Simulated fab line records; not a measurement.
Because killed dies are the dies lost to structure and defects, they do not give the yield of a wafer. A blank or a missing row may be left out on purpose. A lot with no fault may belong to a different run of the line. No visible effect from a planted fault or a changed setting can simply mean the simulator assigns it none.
A struck lot beside a sound one | flow sky130 | 43 steps out of a route of 708
Sound: wafers L343.1, L343.3, L343.5. Struck: wafers L354.3, L354.4, L354.5. The cause is named last.
Order at every step that has rows: each side's tool, ch and its chambers, its first start. Under that, the readings that differ: sound wafers | struck wafers | difference of the means | sigmas: that difference in standard deviations of wafers without a fault.
alike: readings whose means differ by less than 2 such deviations, and words and numbers that are the same on both sides. not compared: withheld readings, readings that some wafer has no value for, bounds like >300 that may hide the same value, and numbers for which the record gives no deviation and whose values overlap.
The two part at a step that has a row with sigmas, a row that says differs or no value, or rows on one side only. Numbers that don't overlap but have no deviation are shown without sigmas and don't part them. Lack of a reading on every wafer of one side parts them only where that side has two or more wafers.

first, 1 step without rows for these wafers: SKY_VT_ADJUST_LVTN_IMPLANT_19.
SKY_VT_ADJUST_LVTN_STRIP_20: strips in O2/N2.
  sound on plasma-asher-04 ch 0,1, day 8 20:13; struck on plasma-asher-03 ch 0,1, day 12 06:03
  alike: drypump-motor-current-A, n2-flow-sccm, oes-product-au, strip-time-to-endpoint-s
  not compared: rf-hours-counter-h
SKY_VT_ADJUST_LVTN_TW_MEAS_21:
  struck on film-metro-02, day 12 06:08; sound on film-metro-01, day 8 20:19
  reading             | sound             | struck            | difference | sigmas
  VT_ADJUST_LVTN_2_TW | 185.8 186.0 185.5 | 188.4 188.8 189.0 | +3.0       | +2
then, 7 steps without rows for these wafers: SKY_VT_ADJUST_NCORE_DEHYDRATE_00 (time 60 s); SKY_VT_ADJUST_NCORE_HMDS_01 (prime time 60 s); SKY_VT_ADJUST_NCORE_COAT_02 (resist thk 1121 nm); SKY_VT_ADJUST_NCORE_SOFTBAKE_03 (time 60 s); SKY_VT_ADJUST_NCORE_EXPOSE_04 (exposes mask LVTN COMPLEMENT THIN, target cd 380 nm); SKY_VT_ADJUST_NCORE_PEB_05; SKY_VT_ADJUST_NCORE_DEVELOP_06 (develop time 60 s).
SKY_VT_ADJUST_NCORE_CD_MEAS_07 targets a cd of 380 nm.
  struck on cd-sem-02, day 13 06:53; sound on cd-sem-02, day 9 17:14
  alike: cd-nm
SKY_VT_ADJUST_NCORE_OVL_MEAS_08:
  struck on overlay-01, day 13 06:59; sound on overlay-02, day 9 17:21
  alike: VT_ADJUST_NCORE_OVL
SKY_VT_ADJUST_NCORE_IMPLANT_09:
  sound on implanter-04 ch 0, day 9 17:23; struck on implanter-04 ch 0, day 13 07:03
  alike: beam-energy-keV
SKY_VT_ADJUST_NCORE_STRIP_10: strips in O2/N2.
  sound on plasma-asher-04 ch 0,1, day 9 17:32; struck on plasma-asher-04 ch 0,1, day 13 07:11
  alike: drypump-motor-current-A, n2-flow-sccm, oes-product-au, strip-time-to-endpoint-s
  not compared: rf-hours-counter-h
SKY_VT_ADJUST_NCORE_TW_MEAS_11:
  struck on film-metro-03, day 13 07:16; sound on film-metro-03, day 9 17:38
  alike: VT_ADJUST_NCORE_TW
then, 7 steps without rows for these wafers: SKY_VT_ADJUST_HVTR_DEHYDRATE_00 (time 60 s); SKY_VT_ADJUST_HVTR_HMDS_01 (prime time 60 s); SKY_VT_ADJUST_HVTR_COAT_02 (resist thk 1154 nm); SKY_VT_ADJUST_HVTR_SOFTBAKE_03 (time 60 s); SKY_VT_ADJUST_HVTR_EXPOSE_04 (exposes mask HVTRM, target cd 380 nm); SKY_VT_ADJUST_HVTR_PEB_05; SKY_VT_ADJUST_HVTR_DEVELOP_06 (develop time 60 s).
SKY_VT_ADJUST_HVTR_CD_MEAS_07 targets a cd of 380 nm.
  struck on cd-sem-01, day 14 09:18; sound on cd-sem-01, day 10 16:05
  reading    | sound             | struck            | difference | sigmas
  cd-nm (nm) | 379.4 380.4 381.0 | 375.7 375.5 374.8 | -4.9       | -2
SKY_VT_ADJUST_HVTR_OVL_MEAS_08:
  struck on overlay-02, day 14 09:23; sound on overlay-01, day 10 16:13
  alike: VT_ADJUST_HVTR_OVL
then, 1 step without rows for these wafers: SKY_VT_ADJUST_HVTR_IMPLANT_09.
SKY_VT_ADJUST_HVTR_STRIP_10: strips in O2/N2.
  sound on plasma-asher-03 ch 0,1, day 10 16:23; struck on plasma-asher-02 ch 0,1, day 14 09:36
  alike: drypump-motor-current-A, n2-flow-sccm, oes-product-au, strip-time-to-endpoint-s
  not compared: rf-hours-counter-h
SKY_VT_ADJUST_HVTR_TW_MEAS_11:
  struck on film-metro-02, day 14 09:41; sound on film-metro-03, day 10 16:29
  alike: VT_ADJUST_HVTR_TW
then, 7 steps without rows for these wafers: SKY_VT_ADJUST_PCH_DEHYDRATE_00 (time 60 s); SKY_VT_ADJUST_PCH_HMDS_01 (prime time 60 s); SKY_VT_ADJUST_PCH_COAT_02 (resist thk 3000 nm); SKY_VT_ADJUST_PCH_SOFTBAKE_03; SKY_VT_ADJUST_PCH_EXPOSE_04 (exposes mask NWM, target cd 840 nm); SKY_VT_ADJUST_PCH_PEB_05; SKY_VT_ADJUST_PCH_DEVELOP_06 (develop time 60 s).
SKY_VT_ADJUST_PCH_OVL_MEAS_07:
  struck on overlay-02, day 15 12:52; sound on overlay-01, day 11 16:03
  alike: VT_ADJUST_PCH_OVL
then, 1 step without rows for these wafers: SKY_VT_ADJUST_PCH_IMPLANT_08.
SKY_VT_ADJUST_PCH_STRIP_09: strips in O2/N2.
  sound on plasma-asher-04 ch 0, day 11 16:14; struck on plasma-asher-02 ch 0,1, day 15 13:04
  alike: drypump-motor-current-A, n2-flow-sccm, oes-product-au, strip-time-to-endpoint-s
  not compared: rf-hours-counter-h
SKY_VT_ADJUST_PCH_TW_MEAS_10:
  struck on film-metro-01, day 15 13:09; sound on film-metro-04, day 11 16:20
  reading          | sound             | struck            | difference | sigmas
  VT_ADJUST_PCH_TW | 143.2 143.4 142.0 | 140.7 140.7 141.1 | -2.0       | -2
then, 4 steps without rows for these wafers: SKY_SONOS_TUNNEL_DEHYDRATE_00 (time 60 s); SKY_SONOS_TUNNEL_HMDS_01 (prime time 60 s); SKY_SONOS_TUNNEL_COAT_02 (resist thk 1140 nm); SKY_SONOS_TUNNEL_SOFTBAKE_03 (time 60 s).
-- a jump in the record: the struck wafers' starts before and after are 34 days apart (it breaks off in module SONOS_TUNNEL and resumes in module PAD_OPEN, where the first step shown is number 708 of the route) --
SKY_PAD_OPEN_PROBE_99:
  struck on prober-01, day 49 13:56; sound on prober-01, day 46 21:26
  reading                                 | sound                    | struck                  | difference | sigmas
  model.etest.tip_n_5v.rs-ohm-sq-range    | 27.56 21.37 22.66        | 50.95 36.44 44.04       | +19.95     |
  model.etest.pfet_01v8.drive-ua-um-range | 7.116 5.889 3.186        | 11.52 10.75 14.97       | +7.02      |
  model.etest.pfet-g5v0d10v5.vt-v-range   | 0.02953 0.05345 0.05269  | 0.199 0.1814 0.1755     | +0.140     |
  model.etest.nfet-g5v0d10v5.vt-v-range   | 0.0168 0.01496 0.01492   | 0.06303 0.06181 0.06502 | +0.04773   |
  model.etest.pfet_01v8.vt-v-range        | 0.01094 0.01266 0.01008  | 0.0432 0.05336 0.04031  | +0.0344    |
  model.etest.nfet_01v8.vt-v-range        | 0.01213 0.01159 0.009402 | 0.01413 0.01486 0.017   | +0.00429   |
  alike: killed_at_M0_to_M3, killed_at_M4_up, killed-at-contacts, killed-at-front-end, killed-at-other, killed-dies, killed-open, killed-short
  not compared: model.etest.nfet_01v8.drive-ua-um-range

## WHERE THEY PART
Last at SKY_VT_ADJUST_PCH_TW_MEAS_10 as far as this record goes, first at SKY_VT_ADJUST_LVTN_TW_MEAS_21. Later steps at which nothing parts them and some readings are alike: SKY_PAD_OPEN_PROBE_99.

WHY: what the simulator had put in
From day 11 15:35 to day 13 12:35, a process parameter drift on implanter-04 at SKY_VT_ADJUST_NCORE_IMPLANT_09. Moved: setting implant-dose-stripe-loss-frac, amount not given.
